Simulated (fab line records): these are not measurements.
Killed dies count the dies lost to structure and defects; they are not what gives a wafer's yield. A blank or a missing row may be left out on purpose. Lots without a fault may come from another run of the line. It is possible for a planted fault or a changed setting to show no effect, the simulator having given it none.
Chamber matching | flow sky130 | SKY_VIA4_CMP_21 on cmp-01: 4 sister chambers
The step polishes, stops on SiO2, t overpolish 25 s, target thk 0 nm. 33 wafers are shown with their chamber, then 12 later ones without.

== WAFERS, EACH WITH ITS CHAMBER ==
wafer  | chamber | motor-current-A (A) | time-to-endpoint-s (s) | overpolish-run-s (s)
L074.1 | 2       | 13.7                | 125                    | 24.994
L074.2 | 3       | 11.4                | 129                    | 24.995
L074.4 | 1       | 12.5                | 122                    | 24.999
L075.3 | 2       | 12.8                | 126                    | 25.001
L075.5 | 0       | 11.1                | 129                    | 25.021
L075.6 | 3       | 11.1                | 127                    | 25.001
L076.1 | 2       | 13.6                | 125                    | 25.021
L076.2 | 0       | 11.2                | 131                    | 24.997
L076.5 | 1       | 11.6                | 123                    | 25.004
L077.2 | 1       | 11.6                | 125                    | 24.988
L077.3 | 2       | 13.0                | 127                    | 24.995
L077.6 | 0       | 11.0                | 132                    | 25.001
L078.3 | 0       | 10.9                | 125                    | 25.020
L078.5 | 1       | 11.4                | 118                    | 24.999
L078.6 | 0       | 10.6                | 125                    | 24.997
L081.3 | 1       | 11.9                | 114                    | 25.004
L081.4 | 3       | 11.3                | 117                    | 24.989
L081.5 | 0       | 10.8                | 116                    | 25.008
L082.1 | 3       | 11.6                | 128                    | 25.008
L082.3 | 2       | 12.2                | 122                    | 24.989
L082.5 | 1       | 12.1                | 124                    | 24.997
L084.2 | 0       | 10.5                | 124                    | 24.990
L084.5 | 3       | 11.4                | 122                    | 25.001
L084.6 | 0       | 11.3                | 124                    | 25.012
L085.3 | 1       | 11.7                | 126                    | 25.014
L085.4 | 3       | 11.4                | 121                    | 25.003
L085.5 | 2       | 13.1                | 123                    | 25.021
L087.1 | 3       | 10.7                | 122                    | 25.008
L087.2 | 2       | 11.8                | 114                    | 24.994
L087.3 | 0       | 11.0                | 126                    | 24.984
L088.3 | 1       | 11.5                | 119                    | 25.008
L088.5 | 1       | 11.3                | 123                    | 25.002
L088.6 | 0       | 11.0                | 126                    | 25.000

SIGNATURES (means of the wafers above)
reading            | chamber 0 | chamber 1 | chamber 2 | chamber 3 | scatter within a chamber
motor-current-A    | 10.940    | 11.733    | 12.886    | 11.271    | 0.42
time-to-endpoint-s | 125.80    | 121.56    | 123.14    | 123.71    | 4.27
overpolish-run-s   | 25.00300  | 25.00167  | 25.00214  | 25.00071  | 0.0104
Rule: a wafer's distance from a chamber is the root of the sum, over the readings, of the square of ((its reading less the chamber's mean) divided by the reading's scatter). If the next closest chamber is less than 2 further off than the closest, the wafer can't be placed; otherwise it belongs to the closest. The scatter: take each reading less its chamber's mean, square it, sum over the shown wafers, divide by the number of wafers less the number of chambers, and take the root.

== WAFERS WITHOUT THEIR CHAMBER ==
wafer  | motor-current-A (A) | time-to-endpoint-s (s) | overpolish-run-s (s)
L089.3 | 12.0                | 121                    | 24.997
L089.5 | 10.8                | 126                    | 25.014
L089.6 | 11.6                | 119                    | 25.009
L090.1 | 11.7                | 124                    | 25.003
L090.4 | 12.9                | 126                    | 24.991
L090.5 | 11.5                | 119                    | 25.004
L096.1 | 13.7                | 119                    | 24.978
L096.3 | 11.2                | 123                    | 24.999
L096.4 | 12.1                | 119                    | 25.012
L097.1 | 10.2                | 123                    | 24.983
L097.2 | 12.3                | 113                    | 24.999
L097.5 | 13.0                | 117                    | 24.997

== CHAMBER TAKEN BY EACH ==
wafer  | from the rows above               | in truth
L089.3 | can't be placed: 1 or 3 or 2      | 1
L089.5 | can't be placed: 0 or 3 or 1      | 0
L089.6 | can't be placed: 1 or 3 or 0      | 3
L090.1 | can't be placed: 1 or 3 or 0      | 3
L090.4 | can't be placed: 2 or 1           | 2
L090.5 | can't be placed: 1 or 3 or 0      | 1
L096.1 | 2                                 | 2
L096.3 | can't be placed: 3 or 0 or 1      | 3
L096.4 | can't be placed: 1 or 2 or 3 or 0 | 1
L097.1 | can't be placed: 0 or 3 or 1      | 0
L097.2 | can't be placed: 1 or 2 or 3      | 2
L097.5 | can't be placed: 2 or 1           | 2
Correct placement for 1 of the 12. Unplaceable from these rows: 11, with the true chamber sitting among the candidates in 11. Number placed wrongly: 0.
